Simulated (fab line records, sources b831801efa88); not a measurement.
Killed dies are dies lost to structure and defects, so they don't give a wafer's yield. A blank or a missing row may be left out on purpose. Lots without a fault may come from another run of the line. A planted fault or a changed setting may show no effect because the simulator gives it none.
Chamber matching | flow gf180mcu | GF_V5_CMP_04 on cmp-01: 4 sister chambers
The step polishes SiO2. 8 wafers are shown with their chamber, then 7 later ones without.

WAFERS WITH THEIR CHAMBER
wafer  | chamber | motor_current_A (A) | slurry_flow_ml_min
L964.1 | 3       | 11.7                | 149.7
L964.4 | 1       | 10.6                | 150.3
L967.1 | 1       | 11.0                | 149.7
L967.5 | 0       | 11.6                | 150.2
L970.2 | 0       | 12.7                | 149.7
L970.6 | 2       | 12.1                | 150.2
L979.1 | 2       | 12.9                | 150.3
L979.5 | 3       | 12.0                | 150.1

WAFERS WITHOUT THEIR CHAMBER
wafer  | motor_current_A (A) | slurry_flow_ml_min
L979.6 | 12.6                | 150.7
L982.1 | 10.5                | 149.3
L982.2 | 12.5                | 149.9
L982.3 | 12.0                | 150.2
L983.2 | 11.5                | 150.0
L983.3 | 10.7                | 149.8
L983.6 | 12.9                | 150.0

WHICH CHAMBER EACH WENT THROUGH
wafer  | from the rows above               | in truth
L979.6 | can't be placed: 2 or 0 or 3      | 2
L982.1 | can't be placed: 1 or 3 or 0      | 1
L982.2 | can't be placed: 0 or 2 or 3      | 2
L982.3 | can't be placed: 0 or 2 or 3 or 1 | 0
L983.2 | can't be placed: 3 or 0 or 1 or 2 | 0
L983.3 | can't be placed: 1 or 3           | 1
L983.6 | can't be placed: 2 or 0 or 3      | 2
Placed correctly: 0 of 7. Can't be placed from these rows: 7 (the true chamber is among the candidates in 7). Placed wrongly: 0.
How it was worked out, from the rows above alone: a wafer's distance from a chamber is the root of the sum, over the readings, of the square of ((its reading less the chamber's mean) divided by the reading's scatter). The wafer belongs to the nearest chamber; if the next one is less than 2 further off, it can't be placed. A chamber's mean is the mean of its shown wafers. The scatter: the root of (the sum of the squares of (reading less its chamber's mean) over the shown wafers, divided by (wafers less chambers)).
